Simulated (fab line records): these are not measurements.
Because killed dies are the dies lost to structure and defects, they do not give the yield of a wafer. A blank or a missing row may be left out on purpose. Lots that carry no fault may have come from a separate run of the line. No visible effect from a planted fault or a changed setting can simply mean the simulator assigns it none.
Which tool did it? :: flow gf180mcu :: 13 lots, 39 wafers sampled, at 5 steps of a route of 602

WHAT THE GAUGES READ, wafer by wafer
GF_VT_IMPLANT_RS_MEAS_47: a four-point-probe measurement.
lot: L542
measured: day 7 20:35
on: film metro-03
NWELL_RS (ohm/sq): 487.3 487.1 486.4

lot: L543
measured: day 8 04:03
on: film metro-03
NWELL_RS (ohm/sq): 486.3 488.4 490.2

lot: L545
measured: day 8 18:02
on: film metro-03
NWELL_RS (ohm/sq): 487.3 486.9 486.6

lot: L547
measured: day 9 03:47
on: film metro-03
NWELL_RS (ohm/sq): 487.8 488.2 488.5

lot: L549
measured: day 9 17:28
on: film metro-01
NWELL_RS (ohm/sq): 486.6 487.5 488.1

lot: L550
measured: day 10 00:44
on: film metro-03
NWELL_RS (ohm/sq): 486.5 487.6 484.9

lot: L551
measured: day 10 09:25
on: film metro-03
NWELL_RS (ohm/sq): 489.1 490.4 488.2

lot: L555
measured: day 11 10:51
on: film metro-01
NWELL_RS (ohm/sq): 490.4 489.4 490.3

lot: L558
measured: day 12 08:02
on: film metro-04
NWELL_RS (ohm/sq): 487.2 486.8 487.1

lot: L559
measured: day 12 12:00
on: film metro-04
NWELL_RS (ohm/sq): 488.6 486.9 485.9

lot: L560
measured: day 12 19:12
on: film metro-04
NWELL_RS (ohm/sq): 489.7 487.6 489.9

lot: L561
measured: day 13 06:35
on: film metro-03
NWELL_RS (ohm/sq): 488.0 487.9 487.9

lot: L564
measured: day 13 22:07
on: film metro-03
NWELL_RS (ohm/sq): 490.5 490.8 490.5

GF_VT_IMPLANT_RS_MEAS_48: a four-point-probe measurement.
lot: L542
measured: day 7 20:43
on: film metro-03
LVPWELL_RS (ohm/sq): 1193 1197 1196

lot: L543
measured: day 8 04:10
on: film metro-03
LVPWELL_RS (ohm/sq): 1195 1196 1192

lot: L545
measured: day 8 18:10
on: film metro-03
LVPWELL_RS (ohm/sq): 1193 1191 1190

lot: L547
measured: day 9 03:55
on: film metro-03
LVPWELL_RS (ohm/sq): 1200 1195 1197

lot: L549
measured: day 9 17:35
on: film metro-01
LVPWELL_RS (ohm/sq): 1196 1197 1195

lot: L550
measured: day 10 00:51
on: film metro-03
LVPWELL_RS (ohm/sq): 1195 1198 1194

lot: L551
measured: day 10 09:32
on: film metro-03
LVPWELL_RS (ohm/sq): 1194 1198 1197

lot: L555
measured: day 11 10:58
on: film metro-01
LVPWELL_RS (ohm/sq): 1190 1191 1191

lot: L558
measured: day 12 08:10
on: film metro-04
LVPWELL_RS (ohm/sq): 1195 1196 1195

lot: L559
measured: day 12 12:07
on: film metro-04
LVPWELL_RS (ohm/sq): 1197 1198 1198

lot: L560
measured: day 12 19:19
on: film metro-04
LVPWELL_RS (ohm/sq): 1194 1195 1196

lot: L561
measured: day 13 06:43
on: film metro-03
LVPWELL_RS (ohm/sq): 1196 1196 1196

lot: L564
measured: day 13 22:14
on: film metro-03
LVPWELL_RS (ohm/sq): 1195 1193 1193

GF_HV_LDD_TW_MEAS_11.
lot: L542
measured: day 10 08:08
on: film metro-01
HV_LDD_TW: 2372 2380 2385

lot: L543
measured: day 10 15:20
on: film metro-01
HV_LDD_TW: 2385 2387 2392

lot: L545
measured: day 11 07:26
on: film metro-03
HV_LDD_TW: 2447 2444 2444

lot: L547
measured: day 11 17:17
on: film metro-01
HV_LDD_TW: 2382 2390 2401

lot: L549
measured: day 12 06:30
on: film metro-03
HV_LDD_TW: 2435 2427 2450

lot: L550
measured: day 12 18:27
on: film metro-01
HV_LDD_TW: 2382 2381 2401

lot: L551
measured: day 13 02:41
on: film metro-01
HV_LDD_TW: 2389 2377 2381

lot: L555
measured: day 14 07:05
on: film metro-01
HV_LDD_TW: 2392 2369 2366

lot: L558
measured: day 15 06:50
on: film metro-03
HV_LDD_TW: 2462 2460 2459

lot: L559
measured: day 15 14:17
on: film metro-01
HV_LDD_TW: 2394 2382 2391

lot: L560
measured: day 15 19:17
on: film metro-01
HV_LDD_TW: 2391 2380 2398

lot: L561
measured: day 16 12:02
on: film metro-03
HV_LDD_TW: 2450 2452 2448

lot: L564
measured: day 17 03:11
on: film metro-03
HV_LDD_TW: 2457 2467 2469

WHICH TOOL RAN EACH LOT (tool, then ch and the chambers of the sampled wafers, then the start)
lot: L542
GF_VT_IMPLANT_COAT_35: litho track-04 ch 0, day 7 11:44
GF_VT_IMPLANT_STRIP_42: plasma asher-04 ch 0,1, day 7 20:10

lot: L543
GF_VT_IMPLANT_COAT_35: litho track-01 ch 0, day 7 19:22
GF_VT_IMPLANT_STRIP_42: plasma asher-04 ch 0,1, day 8 03:37

lot: L545
GF_VT_IMPLANT_COAT_35: litho track-03 ch 0, day 8 09:08
GF_VT_IMPLANT_STRIP_42: plasma asher-04 ch 0,1, day 8 17:37

lot: L547
GF_VT_IMPLANT_COAT_35: litho track-03 ch 0, day 8 18:47
GF_VT_IMPLANT_STRIP_42: plasma asher-01 ch 0,1, day 9 03:22

lot: L549
GF_VT_IMPLANT_COAT_35: litho track-01 ch 0, day 9 07:51
GF_VT_IMPLANT_STRIP_42: plasma asher-02 ch 0,1, day 9 17:01

lot: L550
GF_VT_IMPLANT_COAT_35: litho track-03 ch 0, day 9 16:12
GF_VT_IMPLANT_STRIP_42: plasma asher-04 ch 1, day 10 00:16

lot: L551
GF_VT_IMPLANT_COAT_35: litho track-04 ch 0, day 9 23:31
GF_VT_IMPLANT_STRIP_42: plasma asher-04 ch 0,1, day 10 08:58

lot: L555
GF_VT_IMPLANT_COAT_35: litho track-03 ch 0, day 11 00:44
GF_VT_IMPLANT_STRIP_42: plasma asher-01 ch 0,1, day 11 10:25

lot: L558
GF_VT_IMPLANT_COAT_35: litho track-03 ch 0, day 11 21:17
GF_VT_IMPLANT_STRIP_42: plasma asher-02 ch 0,1, day 12 07:37

lot: L559
GF_VT_IMPLANT_COAT_35: litho track-03 ch 0, day 12 01:56
GF_VT_IMPLANT_STRIP_42: plasma asher-04 ch 0,1, day 12 11:34

lot: L560
GF_VT_IMPLANT_COAT_35: litho track-01 ch 0, day 12 09:16
GF_VT_IMPLANT_STRIP_42: plasma asher-04 ch 0,1, day 12 18:46

lot: L561
GF_VT_IMPLANT_COAT_35: litho track-04 ch 0, day 12 19:44
GF_VT_IMPLANT_STRIP_42: plasma asher-01 ch 0,1, day 13 06:10

lot: L564
GF_VT_IMPLANT_COAT_35: litho track-01 ch 0, day 13 10:46
GF_VT_IMPLANT_STRIP_42: plasma asher-04 ch 1, day 13 21:40
- GF_VT_IMPLANT_COAT_35: resist thk 1000 nm.
- GF_VT_IMPLANT_STRIP_42: strips in O2/N2.

WHAT THE TOOLS THEMSELVES READ (means of the sampled wafers that have a number; where no wafer has one, the mark that the record gives instead)
GF_VT_IMPLANT_COAT_35.
lot: L542
tool: litho track-04
exhaust pa (Pa): 44.6
resist line temp C (C): 23.10
spin speed rpm (rpm): 2999.2

lot: L543
tool: litho track-01
exhaust pa (Pa): 44.9
resist line temp C (C): 22.84
spin speed rpm (rpm): 3000.0

lot: L545
tool: litho track-03
exhaust pa (Pa): 45.0
resist line temp C (C): 23.03
spin speed rpm (rpm): 2997.8

lot: L547
tool: litho track-03
exhaust pa (Pa): 44.8
resist line temp C (C): 22.87
spin speed rpm (rpm): 2997.9

lot: L549
tool: litho track-01
exhaust pa (Pa): 45.7
resist line temp C (C): 23.16
spin speed rpm (rpm): 2999.8

lot: L550
tool: litho track-03
exhaust pa (Pa): 44.9
resist line temp C (C): 22.98
spin speed rpm (rpm): 2996.8

lot: L551
tool: litho track-04
exhaust pa (Pa): 45.1
resist line temp C (C): 22.92
spin speed rpm (rpm): 3001.3

lot: L555
tool: litho track-03
exhaust pa (Pa): 45.9
resist line temp C (C): 22.97
spin speed rpm (rpm): 3005.6

lot: L558
tool: litho track-03
exhaust pa (Pa): 44.5
resist line temp C (C): 23.17
spin speed rpm (rpm): 3087.6

lot: L559
tool: litho track-03
exhaust pa (Pa): 45.5
resist line temp C (C): 23.20
spin speed rpm (rpm): 3088.2

lot: L560
tool: litho track-01
exhaust pa (Pa): 44.0
resist line temp C (C): 22.88
spin speed rpm (rpm): 2998.7

lot: L561
tool: litho track-04
exhaust pa (Pa): 44.3
resist line temp C (C): 22.84
spin speed rpm (rpm): 3001.9

lot: L564
tool: litho track-01
exhaust pa (Pa): 45.0
resist line temp C (C): 23.04
spin speed rpm (rpm): 2999.0

GF_VT_IMPLANT_STRIP_42.
lot: L542
tool: plasma asher-04
drypump motor current A (A): 5.88
heater power w (W): 293
oes product au (a.u.): 0.715
strip time to endpoint s (s): 12.61

lot: L543
tool: plasma asher-04
drypump motor current A (A): 5.88
heater power w (W): 294
oes product au (a.u.): 0.717
strip time to endpoint s (s): 12.61

lot: L545
tool: plasma asher-04
drypump motor current A (A): 6.09
heater power w (W): 274
oes product au (a.u.): 0.716
strip time to endpoint s (s): 12.68

lot: L547
tool: plasma asher-01
drypump motor current A (A): 5.78
heater power w (W): 333
oes product au (a.u.): 0.715
strip time to endpoint s (s): 12.65

lot: L549
tool: plasma asher-02
drypump motor current A (A): 5.59
heater power w (W): 310
oes product au (a.u.): 0.715
strip time to endpoint s (s): 12.61

lot: L550
tool: plasma asher-04
drypump motor current A (A): 5.69
heater power w (W): 319
oes product au (a.u.): 0.715
strip time to endpoint s (s): 12.63

lot: L551
tool: plasma asher-04
drypump motor current A (A): 5.86
heater power w (W): 297
oes product au (a.u.): 0.711
strip time to endpoint s (s): 12.62

lot: L555
tool: plasma asher-01
drypump motor current A (A): 5.79
heater power w (W): 340
oes product au (a.u.): 0.718
strip time to endpoint s (s): 12.64

lot: L558
tool: plasma asher-02
drypump motor current A (A): 5.60
heater power w (W): 311
oes product au (a.u.): 0.720
strip time to endpoint s (s): 12.47

lot: L559
tool: plasma asher-04
drypump motor current A (A): 6.08
heater power w (W): 271
oes product au (a.u.): 0.712
strip time to endpoint s (s): 12.44

lot: L560
tool: plasma asher-04
drypump motor current A (A): 5.88
heater power w (W): 292
oes product au (a.u.): 0.712
strip time to endpoint s (s): 12.66

lot: L561
tool: plasma asher-01
drypump motor current A (A): 5.78
heater power w (W): 337
oes product au (a.u.): 0.716
strip time to endpoint s (s): 12.57

lot: L564
tool: plasma asher-04
drypump motor current A (A): 5.72
heater power w (W): 320
oes product au (a.u.): 0.720
strip time to endpoint s (s): 12.61

THE ANSWER, worked out from the rows above alone
Rule: usual is defined by the lots themselves. The widest of any qualifying gaps counts: lots, ordered by their means at a reading, are off when they make up no more than a third of the lots, leave a main group of 4 or more, and stand apart from it by 3 or more times the standard deviation of that group's means. The tables above print the reading to a certain number of digits; a main group whose means all agree to those digits is not used. A lot without any number at a reading at which 4 lots or more have one is off too. The other lots that the step has rows for count as sound. First the gauges in route order, then the tools' own readings, where a lot's mean is used as printed above. The first step at which some lot is off is used, and at that step the reading that is off furthest; a lot without a number counts as furthest.
Off: L558, L559, at GF_VT_IMPLANT_COAT_35 (spin speed rpm). The main group: mean 2999.8 rpm, standard deviation 2.3.
If a tool, at that step or one of the process steps before it, ran each lot that is off and ran no sound lot following the first of them, it fits. One fits: GF_VT_IMPLANT_COAT_35 on litho track-03. A fault onset in the window from L555 (day 11 00:44, its last sound lot) to L558 (day 11 21:17, its first lot off) fits.
On the lots that are off, the tool's own readings at GF_VT_IMPLANT_COAT_35 differ by more than 5 times the standard deviation of the sound lots' means, which bears it out; spin speed rpm reads 3087.9 rpm there versus 2999.8 rpm on the sound lots.

WHAT THE SIMULATOR HAD PUT IN
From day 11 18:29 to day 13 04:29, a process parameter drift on litho track-03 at GF_VT_IMPLANT_COAT_35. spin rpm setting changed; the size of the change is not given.
Shown lots that were struck: L558, L559. The rule above found the same.
